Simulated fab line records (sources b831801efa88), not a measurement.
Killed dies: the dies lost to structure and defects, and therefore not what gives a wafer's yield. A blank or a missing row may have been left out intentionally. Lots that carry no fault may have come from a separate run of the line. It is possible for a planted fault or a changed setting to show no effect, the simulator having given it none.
Which tool did it? | flow gf180mcu | Sampling: 24 lots, 72 wafers, 2 of 602 route steps

WHAT EACH GAUGE READ, for each wafer
GF_M4_THK_MEAS_06: measures by xrf.
lot  | measured     | on            | M4_ALCU_THK (nm)
L074 | day 22 14:36 | film metro-04 | 460 454 454
L075 | day 23 04:17 | film metro-02 | 457 461 460
L076 | day 23 13:25 | film metro-01 | 447 454 441
L077 | day 23 16:22 | film metro-04 | 449 450 446
L078 | day 24 05:20 | film metro-04 | 449 447 447
L079 | day 24 07:37 | film metro-01 | 450 452 451
L080 | day 25 02:04 | film metro-01 | 451 448 452
L081 | day 25 07:26 | film metro-01 | 452 451 451
L082 | day 26 00:22 | film metro-04 | 457 452 454
L083 | day 26 03:33 | film metro-04 | 448 447 449
L084 | day 26 08:16 | film metro-01 | 454 455 453
L085 | day 27 00:52 | film metro-02 | 454 454 454
L086 | day 27 05:41 | film metro-01 | 451 451 458
L087 | day 27 19:29 | film metro-02 | 455 452 455
L089 | day 28 01:10 | film metro-01 | 459 454 457
L088 | day 28 01:43 | film metro-04 | 448 458 455
L090 | day 28 03:06 | film metro-02 | 454 458 460
L092 | day 28 20:52 | film metro-02 | 455 452 455
L091 | day 28 21:23 | film metro-01 | 452 457 453
L093 | day 29 00:26 | film metro-02 | 450 449 449
L094 | day 29 06:31 | film metro-02 | 453 450 451
L095 | day 29 15:51 | film metro-01 | 458 457 459
L096 | day 29 22:50 | film metro-02 | 453 450 455
L097 | day 30 02:04 | film metro-04 | 457 456 458

EACH LOT AND THE TOOL THAT RAN IT (in order: tool; ch and the chambers of the sampled wafers; start)
lot  | GF_M3_METAL_ETCH_16
L074 | rie metal-01 ch 0,1, day 21 12:01
L075 | rie metal-03 ch 0, day 22 02:07
L076 | rie metal-03 ch 1, day 22 10:58
L077 | rie metal-02 ch 1, day 22 15:04
L078 | rie metal-02 ch 0,1, day 23 03:31
L079 | rie metal-01 ch 0,1, day 23 06:19
L080 | rie metal-03 ch 0,1, day 23 21:18
L081 | rie metal-03 ch 0, day 24 07:20
L082 | rie metal-01 ch 0,1, day 24 23:45
L083 | rie metal-03 ch 1, day 25 02:36
L084 | rie metal-01 ch 0,1, day 25 06:56
L085 | rie metal-01 ch 1, day 26 00:16
L086 | rie metal-01 ch 0,1, day 26 06:04
L087 | rie metal-01 ch 1, day 26 19:44
L089 | rie metal-01 ch 1, day 27 01:38
L088 | rie metal-02 ch 0,1, day 27 01:58
L090 | rie metal-01 ch 1, day 27 03:57
L092 | rie metal-02 ch 0,1, day 27 21:18
L091 | rie metal-01 ch 0,1, day 27 22:25
L093 | rie metal-03 ch 0,1, day 28 01:30
L094 | rie metal-03 ch 0,1, day 28 07:43
L095 | rie metal-01 ch 0, day 28 17:33
L096 | rie metal-03 ch 0,1, day 28 23:29
L097 | rie metal-03 ch 0, day 29 03:58
- GF_M3_METAL_ETCH_16: etches the open film in Cl2/BCl3, stops on SiO2, target depth 627.5 nm, time 104.6 s.

WHAT THE TOOLS THEMSELVES READ (means of the sampled wafers that have a number; where no wafer has one, the mark that the record gives instead)
GF_M3_METAL_ETCH_16.
lot  | tool         | chamber pressure mTorr (mTorr) | drypump motor current A (A) | mfc cl2 sccm (sccm) | oes product au (a.u.) | rf fwd power W (W) | throttle valve pct (%)
L074 | rie metal-01 | 8.008                          | 5.7                         | 79.96               | 0.975                 | 794.2              | 28.253
L075 | rie metal-03 | 8.008                          | 6.3                         | 79.91               | 0.973                 | 798.1              | 28.240
L076 | rie metal-03 | 7.999                          | 5.5                         | 80.10               | 0.976                 | 797.7              | 28.252
L077 | rie metal-02 | 7.997                          | 5.9                         | 79.88               | 0.965                 | 797.6              | 28.257
L078 | rie metal-02 | 8.008                          | 6.0                         | 79.89               | 0.975                 | 796.7              | 28.253
L079 | rie metal-01 | 8.001                          | 5.7                         | 79.96               | 0.975                 | 794.5              | 28.255
L080 | rie metal-03 | 7.999                          | 5.8                         | 80.05               | 0.972                 | 798.1              | 28.251
L081 | rie metal-03 | 8.001                          | 6.3                         | 80.12               | 0.973                 | 799.9              | 28.254
L082 | rie metal-01 | 7.998                          | 5.7                         | 79.89               | 0.971                 | 795.6              | 28.256
L083 | rie metal-03 | 7.998                          | 5.5                         | 80.44               | 0.963                 | 794.6              | 28.262
L084 | rie metal-01 | 8.001                          | 5.7                         | 79.86               | 0.981                 | 795.2              | 28.241
L085 | rie metal-01 | 7.994                          | 6.0                         | 80.12               | 0.981                 | 798.2              | 28.244
L086 | rie metal-01 | 8.014                          | 5.3                         | 79.87               | 0.978                 | 794.0              | 28.248
L087 | rie metal-01 | 8.003                          | 6.0                         | 79.96               | 0.963                 | 792.7              | 28.255
L089 | rie metal-01 | 7.990                          | 6.0                         | 79.99               | 0.972                 | 793.9              | 28.258
L088 | rie metal-02 | 8.002                          | 5.9                         | 79.96               | 0.967                 | 797.8              | 28.255
L090 | rie metal-01 | 8.001                          | 6.0                         | 80.03               | 0.972                 | 795.4              | 28.245
L092 | rie metal-02 | 8.004                          | 6.0                         | 80.13               | 0.978                 | 797.4              | 28.240
L091 | rie metal-01 | 7.992                          | 5.7                         | 80.12               | 0.969                 | 796.2              | 28.263
L093 | rie metal-03 | 8.001                          | 5.8                         | 79.90               | 0.970                 | 797.2              | 28.254
L094 | rie metal-03 | 7.999                          | 5.8                         | 79.68               | 0.975                 | 797.8              | 28.254
L095 | rie metal-01 | 8.002                          | 5.0                         | 79.75               | 0.974                 | 800.1              | 28.243
L096 | rie metal-03 | 7.993                          | 5.8                         | 80.19               | 0.973                 | 792.8              | 28.253
L097 | rie metal-03 | 8.007                          | 6.3                         | 79.95               | 0.971                 | 796.3              | 28.257

THE ANSWER, worked out from the rows above alone
Rule: the usual values come from the lots themselves. Put in order of their means at a reading, lots are off if they are a third of the lots or fewer, leave a main group of 4 or more, and stand apart from it by a gap of 3 or more times the standard deviation of the main group's means; of several such gaps the widest counts. Not used: any main group whose means are identical at the precision the tables above print for the reading. Also off: a lot with no number at a reading for which 4 or more lots have one. The other lots that the step has rows for count as sound. After the gauges, taken in route order, come the tools' own readings; for these a lot's mean is taken, as printed above. At the first step where some lot is off, the reading lying furthest off is the one used; lots without a number count as furthest.
Across all readings shown, no lot is off: no conclusion can be drawn from this.

WHAT THE SIMULATOR HAD INSERTED
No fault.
